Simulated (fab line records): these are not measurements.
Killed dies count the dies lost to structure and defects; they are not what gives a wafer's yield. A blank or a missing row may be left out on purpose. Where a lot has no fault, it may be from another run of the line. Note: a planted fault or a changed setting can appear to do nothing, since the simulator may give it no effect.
Comparing a struck lot with a sound one    flow sky130    14 out of 708 route steps
Sound: these wafers, L571.4, L571.5, L571.6. Wafers L579.1, L579.2, L579.4 were the ones struck. The cause comes at the end.
At each step with rows: each side's tool, then ch and its chambers, then its first start. Under that, the readings that differ: sound wafers    struck wafers    difference of the means    sigmas: that difference in standard deviations of wafers without a fault.
alike: readings with means less than 2 such deviations apart, plus words and numbers identical on both sides. not compared: withheld readings, readings lacking a value on some wafer, bounds such as >300 that could conceal the same value, and numbers that have no deviation in the record and whose values overlap.
Wherever a step has rows on one side only, a row that says differs or no value, or a row with sigmas, the two part there. Non-overlapping numbers with no deviation appear without sigmas and do not part them. A reading missing from all wafers of one side parts the sides only when that side holds two or more wafers.

SKY_LDD_LDN_TW_MEAS_13:
  sound: film-metro-04 at day 26 06:26; struck: film-metro-01 at day 28 22:04
  alike: LDD_LDN_TW
then, 2 steps without rows for these wafers: SKY_LDD_LDN_CLEAN_14 (cleans in SC1/SC2, time 150 s); SKY_SPACER_CVD_00 (deposits Si3N4 from DCS/NH3, target thk 43.1 nm, time 740 s).
SKY_SPACER_THK_MEAS_01:
  sound: film-metro-02 at day 26 07:46; struck: film-metro-03 at day 28 23:22
  alike: SPACER_CVD_00_THK
SKY_SPACER_ETCHBACK_02: etches Si3N4 in CH3F/O2, stops on SiO2, time 46.7 s, target depth 45 nm.
  sound on rie-diel-03 ch 0,3, day 26 07:47; struck on rie-diel-03 ch 0,2,3, day 28 23:26
  alike: O2_flow_sccm, drypump-motor-current-A, oes-product-au, throttle-valve-pct
  not compared: rf-hours-counter-h
then, 7 steps without rows for these wafers: SKY_POLY_CUT_DEHYDRATE_00 (time 60 s); SKY_POLY_CUT_HMDS_01 (prime time 60 s); SKY_POLY_CUT_COAT_02 (resist thk 60 nm); SKY_POLY_CUT_COAT_03 (resist thk 450 nm); SKY_POLY_CUT_SOFTBAKE_04 (time 90 s); SKY_POLY_CUT_EXPOSE_05 (exposes mask NPCM, target cd 270 nm); SKY_POLY_CUT_PEB_06.
SKY_POLY_CUT_DEVELOP_07: develop time 60 s.
  struck on litho-track-04, day 30 03:00; sound on litho-track-04 ch 0, day 27 11:00
  no value came back on the struck wafers for chill-plate-temp-C (C), develop-time-s (s); on the sound wafers chill-plate-temp-C (C) reads 22.98 23.03 23.11
reading                                          sound              struck             difference  sigmas
model.KrF-thick_of_POLY_CUT_COAT_03.thk-nm (nm)  437.3 437.1 435.3  450.2 452.5 450.1  +14.4       
SKY_POLY_CUT_CD_MEAS_08: target cd 270 nm.
  sound: cd-sem-02 at day 27 12:05; struck: cd-sem-01 at day 30 03:49
reading     sound              struck  difference                     sigmas
cd-nm (nm)  270.1 268.2 271.0  - - -   no value on the struck wafers  

## WHERE THEY PART
Last at SKY_POLY_CUT_CD_MEAS_08 as far as this record goes, first at SKY_POLY_CUT_DEVELOP_07.

WHY: whatever the simulator had introduced
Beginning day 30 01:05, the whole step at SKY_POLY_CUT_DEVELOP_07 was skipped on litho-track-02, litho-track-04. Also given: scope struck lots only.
